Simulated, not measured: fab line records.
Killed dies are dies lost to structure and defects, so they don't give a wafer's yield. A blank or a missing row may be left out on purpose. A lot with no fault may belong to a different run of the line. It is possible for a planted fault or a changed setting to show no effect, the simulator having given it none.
Which tool is to blame? -- flow sky130 -- 27 wafers from 10 lots sampled at 3 of the route's 708 steps

WHAT THE GAUGES SHOWED, per wafer
SKY_CAPM_RS_MEAS_03: measurement is done with a four-point probe.
lot,measured,on,CAPM_TIN_RS (ohm/sq)
L972,day 38 01:55,film metro-02,6.72 6.83 6.83
L975,day 38 20:37,film metro-01,6.89 6.99 6.98
L981,day 39 01:26,film metro-02,5.46 5.56 5.47 5.57
L979,day 39 02:57,film metro-03,5.61 6.84 5.63 6.84
L982,day 39 04:05,film metro-03,5.44 6.89 5.45 6.88
L987,day 44 18:31,film metro-01,6.99 6.87 6.86
L989,day 44 23:08,film metro-03,6.89 6.91 6.89
L988,day 45 00:04,film metro-02,6.90 6.92 6.85
L993,day 45 01:39,film metro-02,7.01 6.88 7.12
L994,day 45 05:01,film metro-02,6.93 6.88 6.91

EACH LOT AND THE TOOL THAT RAN IT (in order: tool; ch and the chambers of the sampled wafers; start)
lot,SKY_METAL2_DESCUM_17,SKY_CAPM_SPUTTER_02
L972,"rie metal-04 ch 0,1, day 36 19:30","pvd sputter-04, day 38 01:49"
L975,"rie metal-02 ch 0,1, day 37 13:58","pvd sputter-02, day 38 20:25"
L981,"rie metal-03 ch 1, day 37 19:58","pvd sputter-04, day 39 01:18"
L979,"rie metal-04 ch 0,1, day 37 21:17","pvd sputter-04, day 39 02:49"
L982,"rie metal-03 ch 0, day 37 22:56","pvd sputter-04, day 39 03:58"
L987,"rie metal-03 ch 1, day 43 15:06","pvd sputter-03, day 44 18:22"
L989,"rie metal-04 ch 0,1, day 43 19:55","pvd sputter-02, day 44 22:59"
L988,"rie metal-04 ch 0,1, day 43 20:26","pvd sputter-04, day 44 23:57"
L993,"rie metal-03 ch 0,1, day 43 23:02","pvd sputter-03, day 45 01:29"
L994,"rie metal-03 ch 0,1, day 44 01:47","pvd sputter-02, day 45 04:55"
- SKY_METAL2_DESCUM_17: chemistry O2, time 8 s.
- SKY_CAPM_SPUTTER_02: material TiN, target thk 200 nm, time 166.7 s.

THE ANSWER, worked out from the rows above alone
Rule: what is usual is taken from the lots themselves. The widest of any qualifying gaps counts: lots, ordered by their means at a reading, are off when they make up no more than a third of the lots, leave a main group of 4 or more, and stand apart from it by 3 or more times the standard deviation of that group's means. Not used: any main group whose means are identical at the precision the tables above print for the reading. A lot without any number at a reading at which 4 lots or more have one is off too. Any other lot the step has rows for is counted as sound.
Off: at SKY_CAPM_RS_MEAS_03 (CAPM_TIN_RS), L981, L979, L982. For the main group the mean is 6.91 ohm/sq and the standard deviation 0.059.
If a tool, at a process step before that reading, ran all the lots that are off and no sound lot after the first of them, it fits. Those tools and the gauges at SKY_CAPM_RS_MEAS_03 are tried in the same way. Not one of the candidates tried fits.

WHAT THE SIMULATOR PUT IN
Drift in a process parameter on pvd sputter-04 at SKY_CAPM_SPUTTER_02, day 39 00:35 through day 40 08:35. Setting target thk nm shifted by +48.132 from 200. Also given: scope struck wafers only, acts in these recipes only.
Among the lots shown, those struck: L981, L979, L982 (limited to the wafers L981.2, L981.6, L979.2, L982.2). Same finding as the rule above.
